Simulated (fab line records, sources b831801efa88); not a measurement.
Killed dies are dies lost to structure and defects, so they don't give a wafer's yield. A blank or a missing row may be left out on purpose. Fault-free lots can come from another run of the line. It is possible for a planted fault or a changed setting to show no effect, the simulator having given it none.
fab line records	flow sky130
[record] lots = 7	wafers = 19	last_day = 49
route steps=708 shown FIELD_ISO@13 PAD_OPEN@708
lots that met no fault: taken from a fault-free run of the same line
start_h: start of the lot's first displayed wafer, in hours after the record's first day	wait_h: hours elapsed since this lot's preceding step	" repeats the value in the row above	L1.1+2: a row that stands for several wafers	- no value, or no start given	* or withheld: withheld	< > ~ a bound
route shown NAME@n: NAME is a module with steps in the file, n the number in the route of the first one	usual: mean/standard deviation of fault-free wafers	same: alike in all rows	chamber/n: place in a boat	sites: per-site readings	_std_site: the standard deviation of these	_edge_site: mean of outer sites minus mean of inner sites	radius_mm: for every site, how far away it sits from the centre of the wafer	mask NAME#n: copy n	behind: the last tool/chamber to shape the wafer	hold: cause of the lot's hold/its duration in hours/its outcome	device: transistor that didn't switch, given as n, p or np	end of line: tests of these same wafers at the route's end	step lacking rows: just its recipe	killed: count of dies lost to structure and defects at first sort (not the wafer's yield)	map: dies across one wafer; x = killed, . = not, _ = none there
set.NAME: the setting that was run; set.NAME@STEP: the one run at that earlier step	model.NAME: the simulator's own value behind a step, which no gauge read
lots seen at some steps along the route; tables by step, rows by wafer
services: the hour from which a tool's chamber was out of use, counted from the record's first day as start_h (under 0 if before that day), plus the number of hours and why
[[steps]]
[step SKY_FIELD_ISO_DEVELOP_12]
[recipe] develop_time_s = 60	resist = KrF-thick	dev_temp_c = 21
[step SKY_FIELD_ISO_CD_MEAS_13]
[recipe] target_cd_nm = 150
[usual] cd_nm = 150.1/1.6
lot.wafer	tool	chamber	start_h	wait_h	cd_nm
L820.2	cd_sem-01	-	28.41	-	151.0
L820.3	"	-	"	"	149.7
L820.4	"	-	"	"	150.8
L825.2	cd_sem-02	-	55.97	-	150.0
L825.3	"	-	"	"	150.5
L825.4	"	-	"	"	149.0
L827.1	cd_sem-01	-	65.96	-	149.9
L827.2	"	-	"	"	149.5
L827.6	"	-	"	"	152.1
L828.3	cd_sem-01	-	69.44	-	148.5
L828.4	"	-	"	"	147.2
L828.6	"	-	"	"	148.8
L829.4	cd_sem-01	-	74.81	-	147.9
L837.1	cd_sem-02	-	119.89	-	146.3
L837.2	"	-	"	"	147.7
L837.3	"	-	"	"	147.2
L840.1	cd_sem-01	-	132.29	-	147.4
L840.4	"	-	"	"	148.6
L840.6	"	-	"	"	149.2
[step SKY_FIELD_ISO_ETCH_14]
[recipe] chemistry = N2/H2	target = BARC	ion_energy_ev = 200	source_w = 500	bias_w = 100	pressure_mtorr = 30	n2_flow_sccm = 100	h2_flow_sccm = 200	stop_on = SiO2	time_s = 45.9	target_depth_a = 600
[usual] chamber_pressure_mTorr = 29.997/0.028	drypump_motor_current_A = 5.9/0.43	oes_product_au = 0.855/0.0045	throttle_valve_pct = 13.226/0.0088
lot.wafer	tool	chamber	start_h	wait_h	chamber_pressure_mTorr	drypump_motor_current_A	oes_product_au	rf_hours_counter_h	throttle_valve_pct
L820.2	rie_diel-02	0	28.51	0.1	30.009	5.7	0.855	16	13.227
L820.3	"	1	"	"	30.007	6.2	0.851	13	13.233
L820.4	"	3	"	"	30.014	5.2	0.851	25	13.230
L825.2	rie_diel-02	0	56.07	0.1	29.979	5.7	0.850	17	13.239
L825.3	"	1	"	"	30.023	6.2	0.856	14	13.229
L825.4	"	2	"	"	30.049	5.9	0.864	86	13.231
L827.1	rie_diel-02	1	66.08	0.1	29.986	6.2	0.854	14	13.215
L827.2	"	3	"	"	30.025	5.2	0.855	25	13.221
L827.6	"	2	"	"	30.014	5.9	0.849	-	13.226
L828.3	rie_diel-01	0	69.52	0.1	30.013	6.1	0.853	65	13.216
L828.4	"	3	"	"	29.956	6.7	0.852	49	13.220
L828.6	"	1	"	"	30.051	6.3	0.848	-	13.227
L829.4	rie_diel-01	2	74.87	0.0	29.988	6.2	0.856	93	13.228
L837.1	rie_diel-04	2	120.01	0.1	29.995	5.2	0.856	73	13.217
L837.2	"	0	"	"	30.026	6.0	0.850	70	13.228
L837.3	"	1	"	"	29.959	5.7	0.860	74	13.226
L840.1	rie_diel-04	2	132.41	0.1	30.008	5.2	0.861	73	13.227
L840.4	"	0	"	"	29.999	6.1	0.854	71	13.234
L840.6	"	2	"	"	29.962	5.2	0.852	-	13.214
[step SKY_FIELD_ISO_ETCH_15]
[recipe] chemistry = CHF3/O2	target_depth_nm = 180	stop_on = Si	source_w = 600	bias_w = 200	pressure_mtorr = 40	chf3_flow_sccm = 50	O2_flow_sccm = 5	time_s = 72
[usual] chamber_pressure_mTorr = 40.00/0.037	drypump_motor_current_A = 5.9/0.44	oes_product_au = 0.944/0.0075	throttle_valve_pct = 8.844/0.0087
lot.wafer	tool	chamber	start_h	wait_h	chamber_pressure_mTorr	drypump_motor_current_A	oes_product_au	rf_hours_counter_h	throttle_valve_pct
L820.2	rie_diel-02	0	28.56	0.0	39.97	5.7	0.952	16	8.855
L820.3	"	1	"	"	40.08	6.2	0.947	13	8.834
L820.4	"	3	"	"	39.93	5.2	0.938	25	8.838
L825.2	rie_diel-02	0	56.11	0.0	40.02	5.7	0.937	17	8.842
L825.3	"	1	"	"	39.97	6.2	0.931	14	8.844
L825.4	"	2	"	"	39.98	5.9	0.940	86	8.835
L827.1	rie_diel-02	1	66.12	0.0	40.01	6.2	0.953	14	8.849
L827.2	"	3	"	"	39.94	5.2	0.949	25	8.840
L827.6	"	2	"	"	40.02	5.9	0.950	-	8.853
L828.3	rie_diel-01	0	69.56	0.0	39.97	6.1	0.952	65	8.841
L828.4	"	3	"	"	40.03	6.7	0.940	49	8.850
L828.6	"	1	"	"	39.94	6.3	0.939	-	8.868
L829.4	rie_diel-01	2	74.91	0.0	39.99	6.2	0.945	93	8.835
L837.1	rie_diel-04	2	120.05	0.0	40.03	5.2	0.936	73	8.847
L837.2	"	0	"	"	40.00	6.1	0.941	70	8.857
L837.3	"	1	"	"	39.99	5.7	0.940	74	8.842
L840.1	rie_diel-04	2	132.45	0.0	39.96	5.2	0.938	73	8.842
L840.4	"	0	"	"	40.03	6.0	0.943	71	8.838
L840.6	"	2	"	"	39.95	5.2	0.941	-	8.842
[step SKY_FIELD_ISO_STRIP_16]
[recipe] chemistry = O2/N2	power_w = 1400	pressure_mtorr = 1500	platen_temp_c = withheld	o2_flow_sccm = 3000	n2_flow_sccm = 300	overash_fraction = 0.5
[usual] chamber_pressure_mTorr = 1500.0/1.3	drypump_motor_current_A = 5.7/0.53	oes_product_au = 0.378/0.0041	strip_time_to_endpoint_s = 3.549/0.026
lot.wafer	tool	chamber	start_h	wait_h	chamber_pressure_mTorr	drypump_motor_current_A	oes_product_au	rf_hours_counter_h	strip_time_to_endpoint_s
L820.2	plasma_asher-02	0	28.61	0.0	1500.7	5.9	0.382	22	3.523
L820.3	"	0	"	"	1500.1	5.9	0.376	-	3.501
L820.4	"	1	"	"	1502.5	6.2	0.372	-	3.518
L825.2	plasma_asher-01	0	56.17	0.0	1500.2	6.5	0.373	39	3.552
L825.3	"	1	"	"	1499.9	4.9	0.384	-	3.498
L825.4	"	0	"	"	1500.1	6.5	0.384	-	3.538
L827.1	plasma_asher-04	1	66.18	0.0	1499.5	5.5	0.365	35	3.520
L827.2	"	0	"	"	1500.9	5.3	0.387	35	3.527
L827.6	"	0	"	"	1499.1	5.3	0.377	-	3.541
L828.3	plasma_asher-04	0	69.65	0.1	1500.8	5.3	0.375	-	3.564
L828.4	"	1	"	"	1500.3	5.5	0.378	-	3.559
L828.6	"	1	"	"	1500.3	5.5	0.385	-	3.578
L829.4	plasma_asher-04	0	75.00	0.1	1501.2	5.3	0.377	-	3.540
L837.1	plasma_asher-01	0	120.11	0.0	1501.2	6.6	0.378	0	3.502
L837.2	"	1	"	"	1497.9	5.0	0.378	0	3.544
L837.3	"	0	"	"	1497.0	6.6	0.381	-	3.557
L840.1	plasma_asher-04	1	132.51	0.0	1501.0	5.4	0.372	44	3.534
L840.4	"	1	"	"	1500.9	5.4	0.380	-	3.569
L840.6	"	0	"	"	1500.8	5.3	0.377	-	3.544
[step SKY_FIELD_ISO_ETCH_17]
[recipe] target_depth_a = 3420	mask_material = Si3N4	chemistry = HBr/Cl2/O2	target = Si	taper_deg = 5	icp_w = 600	bias_w = 150	pressure_mtorr = 15	HBr_flow_sccm = 150	Cl2_flow_sccm = 40	O2_flow_sccm = 6	time_s = 97.7
[usual] chamber_pressure_mTorr = 15.001/0.015	drypump_motor_current_A = 5.7/0.31	he_backside_leak_sccm = 2.85/0.23	oes_product_au = 0.999/0.0074	throttle_valve_pct = 25.657/0.0092
lot.wafer	tool	chamber	start_h	wait_h	chamber_pressure_mTorr	drypump_motor_current_A	he_backside_leak_sccm	oes_product_au	rf_hours_counter_h	throttle_valve_pct
L820.2	rie_si-02	1	28.71	0.1	14.968	5.8	2.61	1.002	141	25.651
L820.3	"	0	"	"	15.003	5.8	2.89	0.991	60	25.637
L820.4	"	2	"	"	14.998	6.3	2.87	1.010	105	25.657
L825.2	rie_si-02	3	56.27	0.1	14.994	5.2	2.88	0.992	3	25.668
L825.3	"	1	"	"	14.983	5.8	3.05	1.001	141	25.667
L825.4	"	2	"	"	15.013	6.3	2.83	1.006	106	25.653
L827.1	rie_si-02	3	66.28	0.1	14.999	5.2	2.72	0.990	3	25.666
L827.2	"	1	"	"	14.987	5.8	2.84	1.002	142	25.655
L827.6	"	0	"	"	14.980	5.9	2.76	0.986	-	25.660
L828.3	rie_si-01	3	69.72	0.0	14.988	5.8	2.74	0.994	118	25.650
L828.4	"	3	"	"	14.979	5.7	2.79	0.997	-	25.661
L828.6	"	2	"	"	14.999	5.7	3.16	0.989	-	25.666
L829.4	rie_si-01	2	75.07	0.0	15.028	5.7	2.83	1.005	116	25.671
L837.1	rie_si-02	0	120.21	0.1	14.980	5.9	2.74	0.989	61	25.663
L837.2	"	3	"	"	14.990	5.2	2.85	0.976	4	25.651
L837.3	"	2	"	"	15.004	6.3	2.96	1.002	106	25.651
L840.1	rie_si-01	1	132.61	0.1	14.980	5.6	2.39	1.003	2	25.658
L840.4	"	2	"	"	15.031	5.7	3.12	1.007	116	25.652
L840.6	"	1	"	"	14.993	5.6	2.33	1.003	-	25.669
[step SKY_FIELD_ISO_WET_ETCH_18]
[recipe] chemistry = H3PO4	target_depth_nm = 25	temp_c = 160	target = Si3N4	time_s = 286
[step SKY_FIELD_ISO_CLEAN_19]
[recipe] chemistry = SC1/SC2	mix = 1:4:20	temp_c = 70	time_s = 150
[step SKY_FIELD_ISO_CLEAN_20]
[recipe] chemistry = dHF	time_s = 20	dilution = 100:1
[step SKY_FIELD_ISO_WET_ETCH_21]
[recipe] chemistry = dHF	dilution = 100:1	target_depth_nm = 20	dry = ipa_marangoni	target = SiO2	temp_c = 25	time_s = 400
[step SKY_FIELD_ISO_OXIDATION_22]
[recipe] temp_c = 950	ambient = O2	stabilise_s = 600	purge_s = 300	target_thk_a = 100	ox_time_s = 623
[step SKY_FIELD_ISO_THK_MEAS_23]
[recipe] reads = SiO2_of_FIELD_ISO_OXIDATION_22
[usual] FIELD_ISO_OXIDATION_01_THK = 9.87/0.21
lot.wafer	tool	chamber	start_h	wait_h	FIELD_ISO_OXIDATION_01_THK[nm]
L820.2	film_metro-01	-	30.96	0.0	9.50
L820.3	"	-	"	"	9.76
L820.4	"	-	"	"	9.76
L825.2	film_metro-02	-	59.07	0.0	9.93
L825.3	"	-	"	"	10.07
L825.4	"	-	"	"	9.86
L827.1	film_metro-02	-	68.21	0.0	9.99
L827.2	"	-	"	"	9.99
L827.6	"	-	"	"	10.06
L828.3	film_metro-02	-	71.25	0.0	10.11
L828.4	"	-	"	"	9.81
L828.6	"	-	"	"	9.87
L829.4	film_metro-01	-	78.30	0.0	10.01
L837.1	film_metro-02	-	121.73	0.0	9.69
L837.2	"	-	"	"	9.84
L837.3	"	-	"	"	9.50
L840.1	film_metro-02	-	134.97	0.0	10.26
L840.4	"	-	"	"	9.95
L840.6	"	-	"	"	10.02
[step SKY_FIELD_ISO_CVD_24]
[recipe] material = SiO2	target_thk_nm = 595	temp_c = 650	sigma_open_frac = 0.3	time_s = 99.2	sih4_flow_sccm = 60	pressure_mtorr = 6
[usual] sih4_flow_sccm = 60.00/0.19
lot.wafer	tool	chamber	start_h	wait_h	sih4_flow_sccm	model.SiO2_of_FIELD_ISO_CVD_24.thk_nm
L820.2	hdpcvd-01	1	31.01	0.0	60.04	588.6
L820.3	"	2	"	"	60.12	588
L820.4	"	2	"	"	59.94	597.5
L825.2	hdpcvd-02	2	59.12	0.0	60.26	590.4
L825.3	"	1	"	"	59.61	599.2
L825.4	"	2	"	"	60.31	593.7
L827.1	hdpcvd-02	1	68.27	0.1	60.16	587.1
L827.2	"	2	"	"	60.13	642.8
L827.6	"	0	"	"	59.75	597.6
L828.3	hdpcvd-02	1	71.29	0.0	60.02	597
L828.4	"	0	"	"	59.82	641.3
L828.6	"	1	"	"	60.29	593.9
L829.4	hdpcvd-02	1	78.36	0.1	59.99	647.2
L837.1	hdpcvd-01	2	121.79	0.1	59.93	599.1
L837.2	"	0	"	"	60.00	603.8
L837.3	"	1	"	"	60.08	603
L840.1	hdpcvd-02	0	135.03	0.1	60.08	592.1
L840.4	"	1	"	"	59.78	586.5
L840.6	"	0	"	"	60.14	585
[step SKY_FIELD_ISO_THK_MEAS_25]
[recipe] reads = SiO2_of_FIELD_ISO_CVD_24
[usual] FIELD_ISO_CVD_24_THK = 594/5.3
lot.wafer	tool	chamber	start_h	wait_h	hold	FIELD_ISO_CVD_24_THK[nm]
L820.2	film_metro-02	-	31.09	0.0	-	589
L820.3	"	-	"	"	-	588
L820.4	"	-	"	"	-	598
L825.2	film_metro-03	-	59.20	0.0	-	591
L825.3	"	-	"	"	-	599
L825.4	"	-	"	"	-	594
L827.1	film_metro-03	-	68.34	0.0	await_dispo/0.2h/release	587
L827.2	"	-	"	"	await_dispo/0.2h/release	643
L827.6	"	-	"	"	await_dispo/0.2h/release	598
L827.1	film_metro-03	-	68.57	0.2	-	587
L827.2	"	-	"	"	-	642
L827.6	"	-	"	"	-	598
L828.3	film_metro-03	-	71.38	0.1	await_dispo/0.2h/release	597
L828.4	"	-	"	"	await_dispo/0.2h/release	642
L828.6	"	-	"	"	await_dispo/0.2h/release	594
L828.3	film_metro-03	-	71.61	0.2	-	597
L828.4	"	-	"	"	-	641
L828.6	"	-	"	"	-	593
L829.4	film_metro-03	-	78.43	0.0	await_dispo/0.2h/release	648
L829.4	film_metro-03	-	78.66	0.2	-	647
L837.1	film_metro-01	-	121.86	0.0	-	599
L837.2	"	-	"	"	-	604
L837.3	"	-	"	"	-	603
L840.1	film_metro-02	-	135.11	0.0	-	592
L840.4	"	-	"	"	-	587
L840.6	"	-	"	"	-	585
[step SKY_FIELD_ISO_CMP_27]
[recipe] stop_on = Si3N4	t_overpolish_s = 16	down_force_psi = 4	platen_rpm = 60	target_thk_nm = 457.8	pad_velocity_m_s = 0.94248
[usual] head_pressure_psi = 4.000/0.009	motor_current_A = 11.7/1.4	platen_rpm = 60.00/0.037	time_to_endpoint_s = 114/4
lot.wafer	tool	chamber	start_h	wait_h	head_pressure_psi	motor_current_A	platen_rpm	time_to_endpoint_s
L820.4	cmp-01	1	33.96	0.0	3.999	12.6	60.06	116
L820.3	"	2	"	"	4.002	11.3	60.00	113
L820.2	"	3	"	"	3.990	11.8	59.92	115
L825.2	cmp-01	2	61.03	0.0	4.003	11.2	60.01	113
L825.4	"	0	"	"	4.000	9.4	59.91	115
L825.3	"	1	"	"	3.984	12.5	59.99	114
L828.4	cmp-02	0	74.80	0.1	4.007	15.2	60.03	125
L828.3	"	1	"	"	4.008	11.0	60.01	115
L828.6	"	0	"	"	3.997	14.4	60.00	117
L827.1	cmp-01	0	75.79	0.0	4.001	9.1	60.08	118
L827.2	"	1	"	"	4.006	12.8	60.00	127
L827.6	"	0	"	"	4.001	9.4	60.08	117
L829.4	cmp-02	3	84.47	0.1	3.994	12.1	59.95	123
L837.3	cmp-01	1	123.42	0.0	4.006	12.7	60.01	117
L837.2	"	2	"	"	4.005	11.0	60.05	118
L837.1	"	3	"	"	4.003	11.2	59.97	117
L840.1	cmp-01	1	138.86	0.1	3.998	13.1	60.04	116
L840.4	"	2	"	"	4.004	10.7	60.01	112
L840.6	"	3	"	"	4.008	10.7	59.94	115
[step SKY_FIELD_ISO_WET_ETCH_28]
[recipe] chemistry = dHF	target_depth_nm = 23.7	target = SiO2	dilution = 10:1	temp_c = 25	time_s = 47
[step SKY_PAD_OPEN_PROBE_99]
[usual] killed_at_M0_to_M3 = 45/7.3	killed_at_M4_up = 3.1/1.7	killed_at_contacts = 25/5.1	killed_at_front_end = 15/4.5	killed_at_other = 0.3/0.56	killed_dies = 88/9.4	killed_open = 47/6.6	killed_short = 40/6.9
[same] gross_dies = 492	killed_at_back_side = 0
lot.wafer	tool	chamber	start_h	wait_h	killed_at_M0_to_M3	killed_at_M4_up	killed_at_contacts	killed_at_front_end	killed_at_other	killed_dies	killed_open	killed_short
L820.2	prober-02	-	1068.66	0.1	59	4	31	9	0	103	63	40
L820.3	prober-02	-	1068.71	0.2	38	5	18	10	0	71	38	32
L820.4	prober-02	-	1068.76	0.2	37	4	19	13	2	75	38	35
L825.2	prober-01	-	1101.51	0.1	50	2	33	11	0	96	50	46
L825.3	prober-01	-	1101.56	0.2	45	3	17	21	0	86	48	38
L825.4	prober-01	-	1101.61	0.2	44	3	22	8	0	77	43	34
L829.4	prober-02	-	1124.86	0.2	58	3	26	12	0	99	61	38
L837.1	prober-02	-	1168.82	0.1	37	4	22	16	0	79	48	31
L837.2	prober-02	-	1168.87	0.1	49	3	22	9	0	83	51	32
L837.3	prober-02	-	1168.92	0.2	39	2	29	17	0	87	53	34
// killed by level:class
L820.2 CONTACT:geometric_particle:open=13 VIA2:geometric_particle:open=13 VIA1:geometric_particle:open=12 LI_CONTACT:geometric_particle:open=8 VIA3:geometric_particle:open=8 METAL1:geometric_particle:short=6 VIA3:geometric_particle:short=5 METAL2:geometric_particle:short=5
L820.3 LI_CONTACT:geometric_particle:open=7 VIA1:geometric_particle:open=7 VIA2:geometric_particle:open=6 CONTACT:geometric_particle:open=5 VIA1:geometric_particle:short=4 METAL1:geometric_particle:short=4 VIA2:geometric_particle:short=4 VIA3:geometric_particle:open=4
L820.4 VIA1:geometric_particle:open=9 VIA2:geometric_particle:open=8 CONTACT:geometric_particle:open=6 LI_CONTACT:geometric_particle:short=5 POLY_GATE:geometric_particle:open=4 METAL2:geometric_particle:short=4 FIELD_ISO:geometric_particle:short=3 POLY_GATE:geometric_particle:short=3
L825.2 LI_CONTACT:geometric_particle:open=12 VIA1:geometric_particle:open=9 CONTACT:geometric_particle:open=8 VIA3:geometric_particle:open=8 VIA1:geometric_particle:short=7 METAL2:geometric_particle:short=6 METAL1:geometric_particle:short=5 CONTACT:geometric_particle:short=5
L825.3 VIA1:geometric_particle:open=13 POLY_GATE:geometric_particle:open=8 VIA2:geometric_particle:open=7 FIELD_ISO:geometric_particle:short=5 METAL1:geometric_particle:short=5 METAL2:geometric_particle:short=5 VIA3:geometric_particle:open=5 LI_CONTACT:geometric_particle:short=4
L825.4 CONTACT:geometric_particle:open=13 VIA1:geometric_particle:open=9 VIA3:geometric_particle:open=9 METAL2:geometric_particle:short=6 VIA1:geometric_particle:short=4 VIA2:geometric_particle:short=4 VIA2:geometric_particle:open=4 FIELD_ISO:geometric_particle:short=3
L829.4 LI_CONTACT:geometric_particle:open=11 VIA3:geometric_particle:open=11 VIA1:geometric_particle:open=9 CONTACT:geometric_particle:open=8 METAL2:geometric_particle:short=7 VIA2:geometric_particle:open=7 FIELD_ISO:geometric_particle:short=5 VIA1:geometric_particle:short=5
L837.1 LI_CONTACT:geometric_particle:open=10 VIA3:geometric_particle:open=8 CONTACT:geometric_particle:open=6 VIA1:geometric_particle:short=6 VIA2:geometric_particle:open=5 VIA1:geometric_particle:open=5 POLY_GATE:geometric_particle:open=4 POLY_GATE:geometric_particle:short=4
L837.2 VIA1:geometric_particle:open=13 LI_CONTACT:geometric_particle:open=8 CONTACT:geometric_particle:open=8 VIA2:geometric_particle:open=6 VIA3:geometric_particle:open=5 METAL1:geometric_particle:short=4 VIA3:geometric_particle:short=4 FIELD_ISO:geometric_particle:open=3
L837.3 VIA1:geometric_particle:open=11 LI_CONTACT:geometric_particle:open=10 CONTACT:geometric_particle:open=9 VIA3:geometric_particle:open=7 FIELD_ISO:geometric_particle:short=6 FIELD_ISO:geometric_particle:open=5 VIA1:geometric_particle:short=4 LOCAL_INTERCONNECT:geometric_particle:short=4
[[services]]
tool	chamber	start_h	hours	kind
hdpcvd-01	-	6.49	0.6	repair
plasma_asher-01	-	11.32	0.5	repair
rie_diel-02	3	18.67	1.4	repair
cmp-01	-	24.40	1.8	repair
plasma_asher-01	-	28.95	3.0	repair
cmp-02	-	31.59	0.4	repair
cmp-01	-	35.41	12.4	repair
cmp-02	-	47.91	4.4	pm
cmp-02	-	51.44	0.5	repair
hdpcvd-01	-	58.47	1.5	repair
hdpcvd-01	-	66.75	15.0	pm
plasma_asher-01	-	74.12	28.1	pm
rie_diel-04	3	79.45	1.9	repair
rie_diel-01	0	85.71	10.6	repair
rie_diel-01	-	86.89	2.8	pm
hdpcvd-02	-	89.85	5.5	pm
hdpcvd-02	1	97.03	17.2	repair
plasma_asher-01	-	108.75	9.0	pm
rie_diel-02	3	111.56	14.3	repair
rie_diel-01	0	111.94	5.3	repair
hdpcvd-02	-	119.64	0.6	repair
rie_si-02	-	120.72	1.0	repair
rie_si-01	1	132.93	1.6	repair
rie_diel-04	0	135.87	7.5	repair
[[key]]
[first_sign] step = SKY_FIELD_ISO_THK_MEAS_25	reading = visit	direction = added
[effect] step = SKY_FIELD_ISO_THK_MEAS_25	reading = FIELD_ISO_CVD_24_THK	direction = up	sigmas = 9.3	usual = 594	struck = 644
[effect] step = SKY_FIELD_ISO_CMP_27	reading = time_to_endpoint_s	direction = up	sigmas = 2.7	usual = *	struck = *
[model_effect] step = SKY_FIELD_ISO_CVD_24	value = SiO2_of_FIELD_ISO_CVD_24.thk_nm	without = 593.2	struck = 643.8
met_at SKY_FIELD_ISO_CVD_24
struck_wafers L827.2,L828.4,L829.4
tester_left_out L827,L828,L829
onset_between 59.12 68.27
[fault] kind = process_parameter_drift	tool = hdpcvd-02	chamber = -	onset_h = 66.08	steps = SKY_FIELD_ISO_CVD_24	channel = target_thk_nm	offset = 50.592	shape = step	end_h = 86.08	scope = struck_wafers_only	acts_in = these_recipes_only	stated = 595
// tester_left_out: of these lots the tester's yield and bins aren't shown, on N5 and GAA mostly nor the transistor test; their killed dies are dies lost to structure and defects alone, not to doping, threshold or leakage, so they don't give the yield
